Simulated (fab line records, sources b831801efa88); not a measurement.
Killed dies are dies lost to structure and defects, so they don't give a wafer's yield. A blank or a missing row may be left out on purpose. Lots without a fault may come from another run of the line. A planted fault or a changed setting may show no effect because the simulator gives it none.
A struck lot beside a sound one | flow sky130 | 28 steps out of a route of 708
Sound: wafers L184.2, L184.3, L184.5. Struck: wafers L192.2, L192.3, L192.4. The cause comes at the end.
At each step with rows: each side's tool, then ch and its chambers, then its first start. Under that, the readings that differ: sound wafers | struck wafers | difference of the means | sigmas: that difference in standard deviations of wafers without a fault.
alike: readings whose means differ by less than 2 such deviations, and words and numbers that are the same on both sides. not compared: withheld readings, readings that some wafer has no value for, bounds like >300 that may hide the same value, and numbers for which the record gives no deviation and whose values overlap.
The two part at a step that has a row with sigmas, a row that says differs or no value, or rows on one side only. Numbers that don't overlap but have no deviation are shown without sigmas and don't part them. A reading that every wafer of one side lacks parts them only if that side has two wafers or more.

SKY_VIA4_ETCH_12: etches SiO2 in C4F8/O2/Ar, stops on TiN, target depth 580 nm.
  sound on rie_diel-01 ch 0,1,2, day 45 05:38; struck on rie_diel-03 ch 1,2,3, day 47 08:49
  alike: oes_product_au, rf_fwd_power_W
SKY_VIA4_STRIP_13: strips in O2/N2.
  sound on plasma_asher-04 ch 0,1, day 45 05:42; struck on plasma_asher-03 ch 0,1, day 47 08:53
  alike: drypump_motor_current_A, oes_product_au, strip_time_to_endpoint_s
  not compared: rf_hours_counter_h
then, 5 steps without rows for these wafers: SKY_VIA4_STRIP_14 (strips in post etch residue remover, time 1200 s); SKY_VIA4_CLEAN_15 (cleans in IPA, time 180 s); SKY_VIA4_CLEAN_16 (cleans in O3/DIW); SKY_VIA4_SPUTTER_17 (material TiN, target thk 20 nm, time 80 s); SKY_VIA4_CVD_18 (deposits W, target thk 505 nm, time 152.14 s).
SKY_VIA4_RS_MEAS_19: measures by four-point-probe.
  sound on film_metro-01, day 45 06:34; struck on film_metro-03, day 47 09:43
  alike: VIA4_W_RS
SKY_VIA4_THK_MEAS_20: measures by xrf.
  sound on film_metro-01, day 45 06:41; struck on film_metro-03, day 47 09:49
  reading         | sound       | struck      | difference | sigmas
  VIA4_W_THK (nm) | 516 520 518 | 497 503 502 | -17        | -2
SKY_VIA4_CMP_21: polishes, stops on SiO2, t overpolish 25 s, target thk 0 nm.
  sound on cmp-02 ch 0,1,3, day 45 06:47; struck on cmp-02 ch 1,2,3, day 47 09:52
  alike: motor_current_A, overpolish_run_s, time_to_endpoint_s
then, 1 step without rows for these wafers: SKY_METAL5_SPUTTER_00 (material Ti, target thk 15 nm, time 10 s).
SKY_METAL5_SPUTTER_01: material TiN, target thk 20 nm, time 16.7 s.
  sound on pvd_sputter-01, day 45 07:03; struck on pvd_sputter-01, day 47 10:11
  alike: throttle_valve_pct
SKY_METAL5_SPUTTER_02: material AlCu, target thk 1150 nm, time 63.78 s.
  sound on pvd_sputter-01, day 45 07:05; struck on pvd_sputter-01, day 47 10:13
  reading                                     | sound          | struck         | difference | sigmas
  model.AlCu_of_METAL5_SPUTTER_02.thk_nm (nm) | 1202 1210 1206 | 1751 1748 1753 | +545       |
  alike: throttle_valve_pct
SKY_METAL5_SPUTTER_03: material Ti, target thk 5 nm, time 3.3 s.
  sound on pvd_sputter-01, day 45 07:08; struck on pvd_sputter-01, day 47 10:16
  alike: throttle_valve_pct
then, 1 step without rows for these wafers: SKY_METAL5_SPUTTER_04 (material TiN, target thk 70 nm, time 58.3 s).
SKY_METAL5_RS_MEAS_05: measures by four-point-probe.
  sound on film_metro-02, day 45 07:13; struck on film_metro-03, day 47 10:22
  reading                 | sound                   | struck                  | difference | sigmas
  METAL5_ALCU_RS (ohm/sq) | 0.02599 0.02576 0.02579 | 0.01771 0.01775 0.01769 | -0.00813   | -33
SKY_METAL5_THK_MEAS_06: measures by xrf.
  sound on film_metro-02, day 45 07:19; struck on film_metro-03, day 47 10:28
  reading              | sound          | struck         | difference | sigmas
  METAL5_ALCU_THK (nm) | 1162 1179 1173 | 1719 1727 1728 | +553       | +37
then, 8 steps without rows for these wafers: SKY_METAL5_DEHYDRATE_07 (time 60 s); SKY_METAL5_HMDS_08 (prime time 60 s); SKY_METAL5_COAT_09 (resist thk 1800 nm); SKY_METAL5_SOFTBAKE_10 (time 60 s); SKY_METAL5_EXPOSE_11 (exposes mask MM5, target cd 1600 nm); SKY_METAL5_PEB_12; SKY_METAL5_DEVELOP_13 (develop time 60 s); SKY_METAL5_DESCUM_14 (chemistry O2, time 11 s).
SKY_METAL5_METAL_ETCH_15: etches the open film in Cl2/BCl3, stops on SiO2, target depth 1260 nm, time 252 s.
  sound on rie_metal-01 ch 0,1, day 46 04:06; struck on rie_metal-03 ch 0,1, day 48 05:48
  reading               | sound             | struck            | difference | sigmas
  oes_product_au (a.u.) | 0.898 0.907 0.895 | 0.999 0.989 1.012 | +0.100     | +16
  alike: drypump_motor_current_A, rf_fwd_power_W, throttle_valve_pct
  not compared: rf_hours_counter_h
then, 1 step without rows for these wafers: SKY_METAL5_STRIP_16 (strips in O2/N2).
SKY_PAD_OPEN_PROBE_99:
  sound on prober-02, day 47 23:35; struck on prober-02, day 49 20:36
  reading                  | sound          | struck         | difference | sigmas
  defect_limited_yield (%) | 83.5 82.3 78.3 | 0 0 0          | -81        | -45
  killed_at_M4_up          | 5 5 4          | 401 403 407    | +399       | +99 or more
  killed_dies              | 81 87 107      | 492 492 492    | +400       | +45
  killed_on_rim            | 11 16 22       | 96 96 96       | +80        | +20
  sort_bin_5_function (%)  | 10.8 9.3 13.6  | 94.5 90.0 93.1 | +81.3      | +54
  sort_n_pass              | 411 405 385    | 0 0 0          | -400       | -45
  sort_yield_pct (%)       | 83.5 82.3 78.3 | 0 0 0          | -81        | -45
  alike: killed_at_M0_to_M3, killed_at_contacts, killed_at_front_end, killed_at_other, killed_open, killed_short, sort_bin_3_pad_short, sort_bin_6_memory

WHERE THEY PART
First at SKY_VIA4_THK_MEAS_20; last, within this record, at SKY_PAD_OPEN_PROBE_99.

WHY: what the simulator had put in
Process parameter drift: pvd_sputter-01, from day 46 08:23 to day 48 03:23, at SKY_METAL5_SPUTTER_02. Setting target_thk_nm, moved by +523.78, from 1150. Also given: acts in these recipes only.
